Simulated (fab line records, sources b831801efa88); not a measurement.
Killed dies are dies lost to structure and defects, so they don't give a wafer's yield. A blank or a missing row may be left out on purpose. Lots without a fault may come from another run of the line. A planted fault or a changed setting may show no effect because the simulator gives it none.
Chamber matching | flow sfq_line | SFQ_TRILAYER_A5B_CMP_CMP_130 on cmp-02: 4 sister chambers
The step polishes, stops on Nb, target thk 340.7 nm. 14 wafers are shown with their chamber, then 6 later ones without.

WAFERS WITH THEIR CHAMBER
wafer  | chamber | motor_current_A (A) | retaining_ring_pressure_frac | edge_zone_pressure_frac
L453.4 | 3       | 10.9                | 0.998                        | 0.999
L453.5 | 2       | 11.6                | 0.997                        | 1.003
L453.6 | 3       | 10.9                | 1.000                        | 0.997
L455.2 | 2       | 11.5                | 1.010                        | 1.006
L455.1 | 1       | 10.3                | 0.995                        | 0.998
L455.6 | 2       | 11.4                | 1.009                        | 1.003
L458.3 | 3       | 10.6                | 1.001                        | 0.997
L458.4 | 2       | 11.1                | 0.997                        | 0.997
L458.5 | 3       | 10.8                | 1.001                        | 0.999
L461.2 | 1       | 10.7                | 0.997                        | 1.006
L461.3 | 2       | 11.0                | 1.002                        | 1.005
L461.5 | 2       | 11.3                | 0.998                        | 1.001
L464.2 | 2       | 11.1                | 0.999                        | 0.996
L464.5 | 0       | 8.8                 | 0.995                        | 1.006

SIGNATURES (means of the wafers above)
reading                      | chamber 0 | chamber 1 | chamber 2 | chamber 3 | scatter within a chamber
motor_current_A              | 8.800     | 10.500    | 11.286    | 10.800    | 0.212
retaining_ring_pressure_frac | 0.99500   | 0.99600   | 1.00171   | 1.00000   | 0.00442
edge_zone_pressure_frac      | 1.00600   | 1.00200   | 1.00157   | 0.99800   | 0.00352
Rule: a wafer's distance from a chamber is the root of the sum, over the readings, of the square of ((its reading less the chamber's mean) divided by the reading's scatter). The wafer belongs to the nearest chamber; if the next one is less than 2 further off, it can't be placed. The scatter: the root of (the sum of the squares of (reading less its chamber's mean) over the shown wafers, divided by (wafers less chambers)).

WAFERS WITHOUT THEIR CHAMBER
wafer  | motor_current_A (A) | retaining_ring_pressure_frac | edge_zone_pressure_frac
L464.6 | 10.2                | 1.003                        | 1.001
L467.4 | 11.4                | 0.994                        | 0.995
L467.6 | 8.9                 | 0.990                        | 0.996
L476.1 | 10.8                | 0.989                        | 0.994
L476.3 | 9.9                 | 0.998                        | 0.994
L476.5 | 9.7                 | 1.005                        | 0.997

WHICH CHAMBER EACH WENT THROUGH
wafer  | from the rows above          | in truth
L464.6 | can't be placed: 1 or 3      | 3
L467.4 | can't be placed: 2 or 3      | 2
L467.6 | 0                            | 0
L476.1 | can't be placed: 3 or 1 or 2 | 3
L476.3 | can't be placed: 1 or 3      | 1
L476.5 | can't be placed: 1 or 3 or 0 | 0
Placed correctly: 1 of 6. Can't be placed from these rows: 5 (the true chamber is among the candidates in 5). Placed wrongly: 0.
